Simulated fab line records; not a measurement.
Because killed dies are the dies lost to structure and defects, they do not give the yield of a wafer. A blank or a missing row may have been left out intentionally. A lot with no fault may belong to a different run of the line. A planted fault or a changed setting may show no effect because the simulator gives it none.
Which tool did it?    flow gf180mcu    12 lots, 36 wafers sampled, at 5 steps of a route of 602

## WHAT EACH GAUGE READ, for each wafer
GF_M5_OVL_MEAS_08. Usual: M5_OVL 2 nm, standard deviation 5.3.
lot   measured      on          M5_OVL (nm)  flag
L475  day 26 06:08  overlay-02  -4 -1 -1     
L478  day 27 04:06  overlay-02  0 1 -5       
L477  day 27 06:29  overlay-02  5 9 -1       
L482  day 28 12:14  overlay-02  -2 9 3       
L483  day 28 15:42  overlay-02  -2 -5 -1     
L484  day 29 04:08  overlay-02  3 7 8        
L485  day 29 10:31  overlay-02  6 2 5        
L486  day 29 16:01  overlay-02  3 8 11       
L491  day 31 02:10  overlay-01  -1 -4        
L495  day 32 07:34  overlay-02  12 -2 7      
L496  day 32 16:28  overlay-02  -8 -2 7      
L498  day 32 20:54  overlay-01  2 -7 -1      

## WHICH TOOL RAN EACH LOT (tool, then ch and the chambers of the sampled wafers, then the start)
lot   GF_V4_SPUTTER_21              GF_MIM_SPUTTER_08             GF_MIM_METAL_ETCH_19               GF_MIM_STRIP_20
L475  pvd sputter-04, day 24 09:24  pvd sputter-04, day 24 10:27  rie metal-03 ch 1, day 25 07:55    plasma asher-03 ch 0,1, day 25 08:03
L478  pvd sputter-02, day 25 09:26  pvd sputter-03, day 25 10:29  rie metal-04 ch 0,1, day 26 06:55  plasma asher-01 ch 0,1, day 26 06:59
L477  pvd sputter-02, day 25 11:22  pvd sputter-03, day 25 12:25  rie metal-01 ch 1, day 26 09:23    plasma asher-01 ch 1, day 26 09:31
L482  pvd sputter-03, day 26 18:07  pvd sputter-04, day 26 19:10  rie metal-04 ch 0,1, day 27 16:02  plasma asher-02 ch 0,1, day 27 16:07
L483  pvd sputter-04, day 26 22:20  pvd sputter-01, day 26 23:24  rie metal-01 ch 0, day 27 20:02    plasma asher-02 ch 0,1, day 27 20:06
L484  pvd sputter-02, day 27 10:47  pvd sputter-04, day 27 11:50  rie metal-03 ch 0, day 28 07:55    plasma asher-02 ch 0,1, day 28 08:03
L485  pvd sputter-02, day 27 17:55  pvd sputter-03, day 27 18:58  rie metal-03 ch 0, day 28 14:29    plasma asher-01 ch 0,1, day 28 14:37
L486  pvd sputter-03, day 28 00:28  pvd sputter-03, day 28 01:31  rie metal-04 ch 0,1, day 28 20:11  plasma asher-03 ch 0,1, day 28 20:16
L491  pvd sputter-03, day 29 11:32  pvd sputter-04, day 29 12:52  rie metal-03 ch 0,1, day 30 07:26  plasma asher-02 ch 0,1, day 30 07:30
L495  pvd sputter-03, day 30 19:41  pvd sputter-03, day 30 20:44  rie metal-01 ch 0,1, day 31 14:11  plasma asher-02 ch 0,1, day 31 14:16
L496  pvd sputter-02, day 31 05:05  pvd sputter-03, day 31 06:08  rie metal-04 ch 0,1, day 31 22:47  plasma asher-03 ch 0,1, day 31 22:51
L498  pvd sputter-02, day 31 09:53  pvd sputter-04, day 31 10:56  rie metal-01 ch 0,1, day 32 04:20  plasma asher-03 ch 0,1, day 32 04:24
- GF_V4_SPUTTER_21: material Ti, target thk 15 nm, time 80.02 s.
- GF_MIM_SPUTTER_08: material AlCu, target thk 200 nm, time 10.6 s.
- GF_MIM_METAL_ETCH_19: etches the open film in Cl2/BCl3, stops on Si3N4, target depth 324.5 nm, time 54.1 s.
- GF_MIM_STRIP_20: strips in O2/N2.

## WHAT THE TOOLS THEMSELVES READ (means of the sampled wafers that have a number; where no wafer has one, the mark that the record gives instead)
GF_V4_SPUTTER_21. Usual: throttle valve pct at 30.5 %, with a standard deviation of 0.56.
lot   tool            throttle valve pct (%)  flag
L475  pvd sputter-04  30.9                    
L478  pvd sputter-02  29.7                    
L477  pvd sputter-02  30.1                    
L482  pvd sputter-03  30.5                    
L483  pvd sputter-04  31.0                    
L484  pvd sputter-02  29.7                    
L485  pvd sputter-02  29.9                    
L486  pvd sputter-03  30.4                    
L491  pvd sputter-03  30.5                    
L495  pvd sputter-03  31.2                    
L496  pvd sputter-02  29.9                    
L498  pvd sputter-02  29.7                    

GF_MIM_SPUTTER_08. Usual: throttle valve pct at 30.7 %, with a standard deviation of 0.56.
lot   tool            throttle valve pct (%)  flag
L475  pvd sputter-04  30.9                    
L478  pvd sputter-03  30.2                    
L477  pvd sputter-03  30.2                    
L482  pvd sputter-04  31.3                    
L483  pvd sputter-01  31.2                    
L484  pvd sputter-04  30.9                    
L485  pvd sputter-03  30.3                    
L486  pvd sputter-03  31.0                    
L491  pvd sputter-04  30.7                    
L495  pvd sputter-03  29.8                    
L496  pvd sputter-03  30.6                    
L498  pvd sputter-04  30.8                    

GF_MIM_METAL_ETCH_19. Usual: bias w 140.0 W, standard deviation 0.4; drypump motor current A 6.0 A, standard deviation 0.39; he backside leak sccm 3.33 sccm, standard deviation 0.2; mfc cl2 sccm 80.02 sccm, standard deviation 0.23; oes product au 0.936 a.u., standard deviation 0.0065; throttle valve pct 28.289 %, standard deviation 0.011.
lot   tool          bias w (W)  drypump motor current A (A)  he backside leak sccm (sccm)  mfc cl2 sccm (sccm)  oes product au (a.u.)  throttle valve pct (%)  flag
L475  rie metal-03  139.9       6.2                          3.37                          79.86                0.936                  28.278                  
L478  rie metal-04  140.0       5.9                          3.38                          79.79                0.931                  28.298                  
L477  rie metal-01  140.1       6.2                          3.27                          79.89                0.929                  28.288                  
L482  rie metal-04  140.4       5.9                          3.20                          79.94                0.938                  28.292                  
L483  rie metal-01  139.5       5.0                          3.40                          80.25                0.945                  28.282                  
L484  rie metal-03  140.3       6.4                          3.22                          79.79                0.932                  28.289                  
L485  rie metal-03  140.2       6.4                          3.32                          80.15                0.937                  28.274                  
L486  rie metal-04  139.7       6.1                          3.41                          80.12                0.936                  28.294                  
L491  rie metal-03  140.1       6.3                          3.29                          80.04                0.928                  28.295                  
L495  rie metal-01  140.1       5.4                          3.28                          80.06                0.940                  28.284                  
L496  rie metal-04  139.8       5.9                          3.73                          80.07                0.939                  28.286                  
L498  rie metal-01  139.8       5.9                          3.23                          80.17                0.941                  28.286                  

GF_MIM_STRIP_20. Usual: drypump motor current A 5.4 A, standard deviation 0.45; heater power w 341 W, standard deviation 58; oes product au 0.692 a.u., standard deviation 0.0049; strip time to endpoint s 11.22 s, standard deviation 0.05.
lot   tool             drypump motor current A (A)  heater power w (W)  oes product au (a.u.)  strip time to endpoint s (s)  flag
L475  plasma asher-03  5.4                          276                 0.690                  11.15                         
L478  plasma asher-01  6.1                          392                 0.695                  11.24                         
L477  plasma asher-01  5.7                          330                 0.694                  11.29                         
L482  plasma asher-02  5.1                          347                 0.694                  11.25                         
L483  plasma asher-02  5.1                          345                 0.687                  11.17                         
L484  plasma asher-02  5.2                          375                 0.690                  11.20                         
L485  plasma asher-01  5.9                          366                 0.697                  11.20                         
L486  plasma asher-03  5.7                          281                 0.691                  11.27                         
L491  plasma asher-02  5.2                          346                 0.695                  11.34                         
L495  plasma asher-02  5.2                          380                 0.689                  11.21                         
L496  plasma asher-03  5.7                          274                 0.692                  11.22                         
L498  plasma asher-03  5.7                          276                 0.694                  11.23                         

## THE ANSWER, worked out from the rows above alone
Rule: a lot is off if the mean of its wafers that have a number lies more than 3 standard deviations from the usual mean. A lot without any number at a reading at which 4 lots or more have one is off too. Any other lot the step has rows for is counted as sound. After the gauges, taken in route order, come the tools' own readings; for these a lot's mean is taken, as printed above. At the first step where some lot is off, the reading lying furthest off is the one used; lots without a number count as furthest.
No lot is off on any of the readings shown, so nothing can be concluded from this.

## WHAT THE SIMULATOR HAD INSERTED
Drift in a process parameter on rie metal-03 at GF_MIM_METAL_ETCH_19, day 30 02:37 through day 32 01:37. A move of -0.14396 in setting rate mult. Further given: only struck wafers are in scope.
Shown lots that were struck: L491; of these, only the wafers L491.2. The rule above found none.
